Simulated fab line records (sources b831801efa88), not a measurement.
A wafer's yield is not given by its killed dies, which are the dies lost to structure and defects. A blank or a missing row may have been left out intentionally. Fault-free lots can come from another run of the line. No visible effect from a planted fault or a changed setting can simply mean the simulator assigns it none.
Split-lot experiment || flow sky130 || on a route of 708 steps: 5 lots, 15 wafers read

## ON THE SPLIT
At SKY_METAL1_METAL_ETCH_19 (etches the open film in Cl2/BCl3, stops on SiO2, target depth 360 nm, time 78 s), the setting time_s was moved away from the recipe's 78 s on 7 of the 15 wafers read, by +3.9% to +13.9%. For the rest of the wafers, this setting stayed at what the recipe calls for.

The reading comes from the split's own step.

## THE READING
KrF-thick_of_METAL1_COAT_10.thk_nm (the simulator's own value, which no gauge read), in nm, at SKY_METAL1_METAL_ETCH_19 (etches the open film in Cl2/BCl3, stops on SiO2, target depth 360 nm, time 78 s). The file does not state a usual value for it. The 8 wafers here that ran the recipe average 168.4 nm, standard deviation 2.7 nm.

{"wafer": "L076.3", "tool, chamber at the split": "rie_metal-02, 0", "time_s as run, s": 78, "against the recipe": "recipe", "KrF-thick_of_METAL1_COAT_10.thk_nm, nm": 164.7, "against lot-mates on the recipe": "-"}
{"wafer": "L076.4", "tool, chamber at the split": "rie_metal-02, 1", "time_s as run, s": 81.44, "against the recipe": "+4.4%", "KrF-thick_of_METAL1_COAT_10.thk_nm, nm": 154.7, "against lot-mates on the recipe": -10.0}
{"wafer": "L079.1", "tool, chamber at the split": "rie_metal-03, 0", "time_s as run, s": 85.57, "against the recipe": "+9.7%", "KrF-thick_of_METAL1_COAT_10.thk_nm, nm": 148.2, "against lot-mates on the recipe": -21.6}
{"wafer": "L079.2", "tool, chamber at the split": "rie_metal-03, 1", "time_s as run, s": 85.57, "against the recipe": "+9.7%", "KrF-thick_of_METAL1_COAT_10.thk_nm, nm": 145.8, "against lot-mates on the recipe": -24.0}
{"wafer": "L079.3", "tool, chamber at the split": "rie_metal-03, 0", "time_s as run, s": 78, "against the recipe": "recipe", "KrF-thick_of_METAL1_COAT_10.thk_nm, nm": 174.3, "against lot-mates on the recipe": "-"}
{"wafer": "L079.4", "tool, chamber at the split": "rie_metal-03, 1", "time_s as run, s": 78, "against the recipe": "recipe", "KrF-thick_of_METAL1_COAT_10.thk_nm, nm": 167.3, "against lot-mates on the recipe": "-"}
{"wafer": "L079.5", "tool, chamber at the split": "rie_metal-03, 1", "time_s as run, s": 78, "against the recipe": "recipe", "KrF-thick_of_METAL1_COAT_10.thk_nm, nm": 167.8, "against lot-mates on the recipe": "-"}
{"wafer": "L081.1", "tool, chamber at the split": "rie_metal-02, 1", "time_s as run, s": 78, "against the recipe": "recipe", "KrF-thick_of_METAL1_COAT_10.thk_nm, nm": 166.9, "against lot-mates on the recipe": "-"}
{"wafer": "L081.2", "tool, chamber at the split": "rie_metal-02, 0", "time_s as run, s": 78, "against the recipe": "recipe", "KrF-thick_of_METAL1_COAT_10.thk_nm, nm": 167, "against lot-mates on the recipe": "-"}
{"wafer": "L081.6", "tool, chamber at the split": "rie_metal-02, 0", "time_s as run, s": 78, "against the recipe": "recipe", "KrF-thick_of_METAL1_COAT_10.thk_nm, nm": 168.2, "against lot-mates on the recipe": "-"}
{"wafer": "L080.3", "tool, chamber at the split": "rie_metal-04, 0", "time_s as run, s": 88.86, "against the recipe": "+13.9%", "KrF-thick_of_METAL1_COAT_10.thk_nm, nm": 137.7, "against lot-mates on the recipe": -33.1}
{"wafer": "L080.4", "tool, chamber at the split": "rie_metal-04, 1", "time_s as run, s": 78, "against the recipe": "recipe", "KrF-thick_of_METAL1_COAT_10.thk_nm, nm": 170.8, "against lot-mates on the recipe": "-"}
{"wafer": "L080.6", "tool, chamber at the split": "rie_metal-04, 0", "time_s as run, s": 88.86, "against the recipe": "+13.9%", "KrF-thick_of_METAL1_COAT_10.thk_nm, nm": 139.1, "against lot-mates on the recipe": -31.7}
{"wafer": "L085.5", "tool, chamber at the split": "rie_metal-02, 0", "time_s as run, s": 81.07, "against the recipe": "+3.9%", "KrF-thick_of_METAL1_COAT_10.thk_nm, nm": 155.2, "against lot-mates on the recipe": "no lot-mate on the recipe"}
{"wafer": "L085.6", "tool, chamber at the split": "rie_metal-02, 1", "time_s as run, s": 81.07, "against the recipe": "+3.9%", "KrF-thick_of_METAL1_COAT_10.thk_nm, nm": 156.8, "against lot-mates on the recipe": "no lot-mate on the recipe"}

FIT RESULTS
A straight line over all 15 wafers: KrF-thick_of_METAL1_COAT_10.thk_nm changes by -2.17 nm for each +1% of time_s; r = -0.97; the points scatter about the line by 2.8 nm.
The same after taking each lot's own level away (the mean of its wafers on the recipe; 13 wafers): -2.33 nm for each +1%; r = -0.99; scatter 1.8 nm.
According to that fit, moving time_s by its largest amount changes the reading by 32 nm.
Across the lots, their own levels run from 164.70 to 170.80 nm, a range of 2.2 times the standard deviation given above.
The two slopes agree, so the slope changes little with the lot-to-lot level.
Check: for one of the wafers moved furthest among these (+13.9%), held out of the fit, the line's prediction against its lot-mates is -32.2 nm. Against them it came out at -33.1 nm.

## ADDITIONAL SPLITS CARRIED BY THESE WAFERS
These wafers also went through other splits before the reading. Each is held against what the fit with the lots' levels taken away leaves over:
{"other split on the same wafers": "SKY_LI_CONTACT_CVD_21 temp_c", "wafers away from the commonest value": 5, "r with KrF-thick_of_METAL1_COAT_10.thk_nm (lot level and that fit taken away)": "+0.41"}
{"other split on the same wafers": "SKY_LOCAL_INTERCONNECT_SPUTTER_00 power_w", "wafers away from the commonest value": 3, "r with KrF-thick_of_METAL1_COAT_10.thk_nm (lot level and that fit taken away)": "+0.71"}
{"other split on the same wafers": "SKY_LOCAL_INTERCONNECT_METAL_ETCH_14 icp_w", "wafers away from the commonest value": 4, "r with KrF-thick_of_METAL1_COAT_10.thk_nm (lot level and that fit taken away)": "+0.02"}
{"other split on the same wafers": "SKY_CONTACT_COAT_09 spin_rpm", "wafers away from the commonest value": 7, "r with KrF-thick_of_METAL1_COAT_10.thk_nm (lot level and that fit taken away)": -0.19}
{"other split on the same wafers": "SKY_CONTACT_DEVELOP_13 develop_time_s", "wafers away from the commonest value": 5, "r with KrF-thick_of_METAL1_COAT_10.thk_nm (lot level and that fit taken away)": "+0.22"}
{"other split on the same wafers": "SKY_METAL1_SPUTTER_00 power_w", "wafers away from the commonest value": 3, "r with KrF-thick_of_METAL1_COAT_10.thk_nm (lot level and that fit taken away)": -0.46}

## THE WHOLE CHAIN: every reading that the file lists as answering this split, in the file's order
{"step": "SKY_METAL1_METAL_ETCH_19", "what it does": "etches the open film in Cl2/BCl3, stops on SiO2, target depth 360 nm, time 78 s", "reading": "KrF-thick_of_METAL1_COAT_10.thk_nm (the simulator's own value, which no gauge read)", "change (the file's fit)": "-2.34 nm for each +1% of the setting", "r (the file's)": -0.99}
{"step": "SKY_METAL1_STRIP_20", "what it does": "strips in O2/N2", "reading": "strip_time_to_endpoint_s", "change (the file's fit)": "withheld for each +1% of the setting", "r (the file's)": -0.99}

## THE FILE'S OWN FIT
KrF-thick_of_METAL1_COAT_10.thk_nm changes by -2.34 nm for each +1% of time_s, r = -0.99.
